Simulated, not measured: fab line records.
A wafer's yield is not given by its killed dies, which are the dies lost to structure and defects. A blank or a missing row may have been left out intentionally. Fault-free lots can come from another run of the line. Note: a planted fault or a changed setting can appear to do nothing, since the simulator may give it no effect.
One fault through the eyes of 2 desks    flow gf180mcu    numbers are kept per desk, each desk with only its own; the story behind them comes last

== THE METROLOGY DESK ==
What the gauges read, lot by lot, whatever tool the lot ran on: means of the sampled wafers that have a number. Any lot whose mean is over 4 standard deviations away from the usual mean is out of limits and marked OUT; that distance is given in the brackets.
Columns: A = V5_W_RS at GF_V5_RS_MEAS_24, usual 0.324 ohm/sq; B = PASSIVATION_CVD_00_THK at GF_PASSIVATION_THK_MEAS_01, usual 1021 nm
lot   first seen here  A      B
L680  day 26 16:40     0.328  1025
L682  day 27 11:32     0.325  1031
L683  day 28 01:47     0.324  1031
L685  day 28 20:32     0.320  1023
L684  day 28 21:01     0.325  1030
L686  day 29 07:39     0.328  1030
L689  day 30 11:01     0.324  1030
L690  day 30 17:58     0.324  983
L694  day 31 11:20     0.326  1029
L697  day 32 06:16     0.325  1019
L701  day 32 21:28     0.323  1017
L703  day 33 10:32     0.325  1015
This desk's verdict: no lot among the 12 shows anything out of limits.

== DESK OF THE TOOL OWNER: pecvd-04 ==
The tool's own readings at GF_PASSIVATION_CVD_00 (deposits SiO2 from TEOS, target thk 1000 nm, time 114.9 s): means of the sampled wafers that have a number, for each lot that ran on this tool. Any lot whose mean is over 4 standard deviations away from the usual mean is out of limits and marked OUT; that distance is given in the brackets.
Columns: A = heater power outer w at GF_PASSIVATION_CVD_00, usual 361 W; B = heater power w at GF_PASSIVATION_CVD_00, usual 641 W
lot   first seen here  A    B
L680  day 27 14:41     296  593
L685  day 29 16:37     340  609
L686  day 30 04:26     316  616
L690  day 31 13:14     363  697
This desk's verdict: no lot among the 4 shows anything out of limits.

== PUT TOGETHER ==
The metrology desk saw nothing out of limits.
Nothing out of limits was seen by the tool owner's desk.

== WHAT HAD BEEN PUT IN BY THE SIMULATOR ==
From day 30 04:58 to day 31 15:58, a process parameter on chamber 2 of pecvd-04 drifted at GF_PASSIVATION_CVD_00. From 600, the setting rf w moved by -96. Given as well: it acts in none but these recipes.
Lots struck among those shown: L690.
